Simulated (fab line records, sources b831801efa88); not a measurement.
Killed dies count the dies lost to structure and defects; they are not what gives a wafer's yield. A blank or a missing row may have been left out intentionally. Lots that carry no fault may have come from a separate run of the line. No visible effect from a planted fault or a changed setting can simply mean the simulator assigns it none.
Struck lot and sound lot, side by side || flow sky130 || 15 out of 708 route steps
Sound: wafers L512.1, L512.3, L512.4. Wafers struck: L509.2, L509.3, L509.5. Last of all comes the cause.
Per side, at each step with rows, come the tool, then ch with its chambers, and then its first start. Under that, the readings that differ: sound wafers || struck wafers || difference of the means || sigmas: that difference in standard deviations of wafers without a fault.
alike: same words and numbers on both sides, and readings whose means sit less than 2 such deviations apart. not compared: any withheld reading, any reading some wafer has no value for, any bound like >300 that may hide the same value, and any number with overlapping values for which the record gives no deviation.
A row with sigmas, a row that says differs or no value, or rows on one side alone: a step with any of these is where the two part. Non-overlapping numbers with no deviation appear without sigmas and do not part them. A reading that every wafer of one side lacks parts them only if that side has two wafers or more.

first, 1 step without rows for these wafers: SKY_POLY_GATE_OXIDATION_20 (stabilise 600 s, purge 300 s, target thk 4 nm).
SKY_POLY_GATE_THK_MEAS_21:
  sound on film_metro-03, day 23 22:05; struck on film_metro-03, day 23 01:45
  alike: POLY_GATE_OXIDATION_THK
SKY_POLY_GATE_CD_MEAS_22:
  sound on cd_sem-01, day 23 22:08; struck on cd_sem-01, day 23 01:50
  alike: cd_nm
then, 7 steps without rows for these wafers: SKY_LDD_N_DEHYDRATE_00 (time 60 s); SKY_LDD_N_HMDS_01 (prime time 60 s); SKY_LDD_N_COAT_02 (resist thk 300 nm); SKY_LDD_N_SOFTBAKE_03 (time 60 s); SKY_LDD_N_EXPOSE_04 (exposes mask NTM, target cd 840 nm); SKY_LDD_N_PEB_05; SKY_LDD_N_DEVELOP_06 (develop time 60 s).
SKY_LDD_N_OVL_MEAS_07:
  sound on overlay-02, day 25 03:29; struck on overlay-01, day 24 07:22
  alike: LDD_N_OVL
following that, these wafers have no rows for 1 step: SKY_LDD_N_IMPLANT_08.
SKY_LDD_N_IMPLANT_09:
  sound on implanter-01 ch 0, day 25 03:40; struck on implanter-03 ch 0, day 24 07:34
{"reading": "dose_ions_cm2", "sound": "7.496e+13 7.505e+13 7.512e+13", "struck": "6.658e+13 6.662e+13 6.66e+13", "difference": -8.443e+12, "sigmas": "-99 or more"}
{"reading": "faraday_current_uA", "sound": "416 429 410", "struck": "375 356 373", "difference": -50, "sigmas": -6}
following that, these wafers have no rows for 1 step: SKY_LDD_N_IMPLANT_10.
-- here the record skips 26 days between the struck wafers' starts before and after, leaving off in module LDD_N and picking up in module PAD_OPEN (first step shown: number 708 of the route) --
SKY_PAD_OPEN_PROBE_99:
  record: rows for the struck wafers here (prober-02, day 50 00:19), none for the sound ones

WHERE THEY PART
Earliest at SKY_LDD_N_IMPLANT_09; latest, in this record, at SKY_PAD_OPEN_PROBE_99.

WHY: the cause the simulator had injected
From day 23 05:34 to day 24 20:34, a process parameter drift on implanter-03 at SKY_LDD_N_IMPLANT_09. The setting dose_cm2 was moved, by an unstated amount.
